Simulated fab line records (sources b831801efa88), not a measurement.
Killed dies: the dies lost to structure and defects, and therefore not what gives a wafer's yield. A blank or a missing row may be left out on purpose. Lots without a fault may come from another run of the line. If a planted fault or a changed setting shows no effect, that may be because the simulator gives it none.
Which of the tools did it?	flow gf180mcu	14 lots, 42 wafers sampled, at 4 steps of a route of 602

WHAT EACH GAUGE READ, for each wafer
GF_VT_IMPLANT_OVL_MEAS_07. Usual: VT_IMPLANT_OVL 0.4 nm, standard deviation 1.3.
lot	measured	on	VT_IMPLANT_OVL (nm)	flag
L712	day 5 15:04	overlay-02	0.5 -0.5 -0.5	
L714	day 6 02:57	overlay-02	0.9 1.5 -0.6	
L715	day 6 08:58	overlay-02	1.3 1.6 -1.2	
L716	day 6 15:04	overlay-02	2.0 1.0 3.0	
L717	day 6 22:04	overlay-02	0.0 0.8 1.0	
L719	day 7 10:39	overlay-02	0.7 -2.0 -1.1	
L720	day 7 16:16	overlay-01	1.3 1.7 0.1	
L721	day 7 23:03	overlay-01	-0.4 -1.4 -1.3	
L722	day 8 05:22	overlay-02	0.2 0.1 -0.3	
L723	day 8 09:22	overlay-02	0.9 1.6 2.2	
L724	day 8 17:24	overlay-02	-0.8 0.3 -1.5	
L732	day 10 17:48	overlay-02	0.2 0.6 0.6	
L734	day 11 05:12	overlay-01	2.3 2.4 2.4	
L735	day 11 11:10	overlay-01	1.3 1.7 2.2	

GF_VT_IMPLANT_TW_MEAS_43. Usual: VT_IMPLANT_4_TW 692, standard deviation 6.7.
lot	measured	on	VT_IMPLANT_4_TW	flag
L712	day 7 13:47	film metro-01	689 690 688	
L714	day 8 01:56	film metro-02	696 692 695	
L715	day 8 07:48	film metro-02	692 692 694	
L716	day 8 15:34	film metro-01	694 688 689	
L717	day 8 23:36	film metro-04	699 698 699	
L719	day 9 12:23	film metro-01	683 686 682	
L720	day 9 18:52	film metro-04	700 698 701	
L721	day 10 01:50	film metro-01	690 684 692	
L722	day 10 10:03	film metro-02	688 692 691	
L723	day 10 14:03	film metro-04	701 705 698	
L724	day 10 22:41	film metro-01	688 688 689	
L732	day 13 04:29	film metro-01	685 686 685	
L734	day 13 17:20	film metro-01	684 689 684	
L735	day 13 23:02	film metro-04	701 704 701	

GF_HV_LDD_TW_MEAS_23. Usual: HV_LDD_2_TW 1065, standard deviation 7.6.
lot	measured	on	HV_LDD_2_TW	flag
L712	day 10 20:20	film metro-02	1061 1056 1058	
L714	day 11 08:49	film metro-02	1057 1058 1059	
L715	day 11 15:04	film metro-04	1068 1071 1072	
L716	day 11 23:30	film metro-04	1069 1072 1075	
L717	day 12 09:19	film metro-03	1061 1062 1061	
L719	day 13 01:06	film metro-03	1065 1064 1055	
L720	day 13 07:42	film metro-04	1074 1077 1075	
L721	day 13 14:57	film metro-04	1075 1076 1072	
L722	day 14 02:23	film metro-02	1069 1068 1069	
L723	day 14 03:56	film metro-04	31 1078 31	OFF
L724	day 14 17:10	film metro-03	1064 1066 30	OFF
L732	day 17 02:51	film metro-02	1064 1065 1067	
L734	day 17 16:56	film metro-04	1074 1078 1077	
L735	day 17 23:49	film metro-03	1062 1060 1058	

WHICH TOOL RAN EACH LOT (tool, then ch and the chambers of the sampled wafers, then the start)
lot	GF_HV_LDD_DEVELOP_18
L712	litho track-03 ch 0, day 10 19:46
L714	litho track-02 ch 0, day 11 08:15
L715	litho track-02 ch 0, day 11 14:31
L716	litho track-03 ch 0, day 11 22:58
L717	litho track-02 ch 0, day 12 08:46
L719	litho track-02 ch 0, day 13 00:33
L720	litho track-03 ch 0, day 13 07:05
L721	litho track-02 ch 0, day 13 14:24
L722	litho track-03 ch 0, day 14 01:50
L723	litho track-03 ch 0, day 14 03:23
L724	litho track-03 ch 0, day 14 16:37
L732	litho track-02 ch 0, day 17 02:18
L734	litho track-01 ch 0, day 17 16:21
L735	litho track-02 ch 0, day 17 23:16
- GF_HV_LDD_DEVELOP_18: develop time 60 s.

AS READ BY THE TOOLS THEMSELVES (means over the sampled wafers that have a number; for cases with no such wafer, the mark the record gives instead)
The record holds no such reading with a usual standard deviation.

THE ANSWER, worked out from the rows above alone
Rule: lot off if the mean of its wafers having a number is beyond 3 standard deviations from the usual mean. A lot without any number at a reading at which 4 lots or more have one is off too. The other lots that the step has rows for count as sound. First the gauges in route order, then the tools' own readings, where a lot's mean is used as printed above. The first step at which some lot is off is used, and at that step the reading that is off furthest; a lot without a number counts as furthest.
Off: L723, L724, at GF_HV_LDD_TW_MEAS_23 (HV_LDD_2_TW).
A tool fits if, at a process step before that reading, it ran every lot that is off, and no sound lot after the first of them. Gauges at GF_HV_LDD_TW_MEAS_23: tried the same way as those tools. One fits: litho track-03 at GF_HV_LDD_DEVELOP_18. Its last sound lot is L722 (day 14 01:50), its first lot that is off L723 (day 14 03:23): a fault that began between those two fits.

WHAT THE SIMULATOR HAD PUT IN
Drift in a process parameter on litho track-03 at GF_HV_LDD_DEVELOP_18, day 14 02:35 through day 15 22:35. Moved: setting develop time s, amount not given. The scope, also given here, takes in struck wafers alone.
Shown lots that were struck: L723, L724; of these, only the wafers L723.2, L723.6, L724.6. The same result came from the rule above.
